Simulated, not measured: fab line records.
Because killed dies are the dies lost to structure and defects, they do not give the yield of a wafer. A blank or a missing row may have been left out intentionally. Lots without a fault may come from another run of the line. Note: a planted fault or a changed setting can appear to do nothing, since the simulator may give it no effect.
Struck lot and sound lot, side by side ; flow sfq line ; 15 out of 325 route steps
Sound: wafers L885.1, L885.3, L885.4. Struck: wafer L895.1 (L895.4, L895.5, from the same lot, were not struck and are left out); the cause is given at the end.
At each step with rows: each side's tool, then ch and its chambers, then its first start. Under that, the readings that differ: sound wafers ; struck wafers ; difference of the means ; sigmas: that difference in standard deviations of wafers without a fault.
alike: same words and numbers on both sides, and readings whose means sit less than 2 such deviations apart. not compared: any withheld reading, any reading some wafer has no value for, any bound like >300 that may hide the same value, and any number with overlapping values for which the record gives no deviation.
A row with sigmas, a row that says differs or no value, or rows on one side alone: a step with any of these is where the two part. Non-overlapping numbers with no deviation appear without sigmas and do not part them. A reading missing from all wafers of one side parts the sides only when that side holds two or more wafers.

first, 1 step without rows for these wafers: SFQ_TRILAYER_M1_STRIP_SOLV_CLEAN_044 (cleans in NMP, time 600 s).
SFQ_TRILAYER_I1_DEP_PECVD_045: deposits SiO2 from SiH4/N2O, time 111.11 s, target thk 500 nm.
  sound on pecvd-01 ch 1,2, day 24 10:07; struck on pecvd-01 ch 2, day 30 15:52
reading;sound;struck;difference;sigmas
rf fwd power W (W);182.7 181.6 182.2;183.4;+1.2;+2
  alike: heater power w, showerhead vpp V, throttle valve pct
SFQ_TRILAYER_I1_CMP_CMP_046: polishes SiO2.
  sound on cmp-01 ch 0,1,3, day 24 11:35; struck on cmp-02 ch 0, day 30 16:43
  alike: head pressure psi, motor current A, platen rpm, time to endpoint s
SFQ_I1_BOW_MEAS_912:
  sound: film metro-04 at day 24 14:05; struck: film metro-04 at day 30 19:43
  alike: I1_BOW
SFQ_TRILAYER_I1_METRO_MEASURE_047:
  sound: film metro-04 at day 24 14:13; struck: film metro-04 at day 30 19:50
  alike: thk nm
then, 6 steps without rows for these wafers: SFQ_TRILAYER_I1_VIA_LITHO_COAT_054 (resist thk 62 nm); SFQ_TRILAYER_I1_VIA_LITHO_COAT_049 (resist thk 650 nm); SFQ_TRILAYER_I1_VIA_LITHO_SOFTBAKE_053; SFQ_TRILAYER_I1_VIA_LITHO_EXPOSE_050 (exposes mask I1, target cd 500 nm); SFQ_TRILAYER_I1_VIA_LITHO_PEB_052 (peb time 60 s); SFQ_TRILAYER_I1_VIA_LITHO_DEVELOP_051 (time 60 s).
-- the record jumps here: 6 days lie between the struck wafers' starts before and after --
SFQ_I1_OVL_MEAS_913:
  sound: overlay-01 at day 24 17:40; struck: overlay-01 at day 37 05:58
reading;sound;struck;difference;sigmas
I1_OVL (nm);6 6 13;-4;-12;-2
SFQ_TRILAYER_I1_VIA_BARC_OPEN_VIA_ETCH_071: etches BARC in O2, target depth 125 nm, time 41.7 s.
  sound on rie diel-04 ch 1,2,3, day 24 17:42; struck on rie diel-02 ch 0, day 37 06:00
reading;sound;struck;difference;sigmas
bias w (W);80.29 79.84 80.35;98.45;+18.29;+65
rf fwd power W (W);491.3 492.0 496.0;498.8;+5.7;+2
  alike: drypump motor current A, oes product au
  not compared: rf hours counter h, model.KrF_of_TRILAYER_I1_VIA_LITHO_COAT_049.thk nm
SFQ_TRILAYER_I1_VIA_ETCH_VIA_ETCH_052: etches SiO2 in CHF3, stops on Nb, target depth 260 nm.
  sound on rie diel-04 ch 1,2,3, day 24 17:44; struck on rie diel-02 ch 0, day 37 06:02
  alike: bias w, drypump motor current A, oes product au, rf fwd power W
  not compared: model.KrF_of_TRILAYER_I1_VIA_LITHO_COAT_049.thk nm
SFQ_TRILAYER_I1_VIA_STRIP_STRIP_053: strips in O2.
  sound on rie metal-03 ch 0,1, day 24 17:51; struck on rie metal-03 ch 1, day 37 06:09
  alike: drypump motor current A, oes product au
  not compared: rf hours counter h

WHERE THEY PART
Earliest at SFQ_TRILAYER_I1_DEP_PECVD_045; latest, in this record, at SFQ_TRILAYER_I1_VIA_BARC_OPEN_VIA_ETCH_071. Later steps at which nothing parts them and some readings are alike: SFQ_TRILAYER_I1_VIA_ETCH_VIA_ETCH_052, SFQ_TRILAYER_I1_VIA_STRIP_STRIP_053.

WHY: what had been put in by the simulator
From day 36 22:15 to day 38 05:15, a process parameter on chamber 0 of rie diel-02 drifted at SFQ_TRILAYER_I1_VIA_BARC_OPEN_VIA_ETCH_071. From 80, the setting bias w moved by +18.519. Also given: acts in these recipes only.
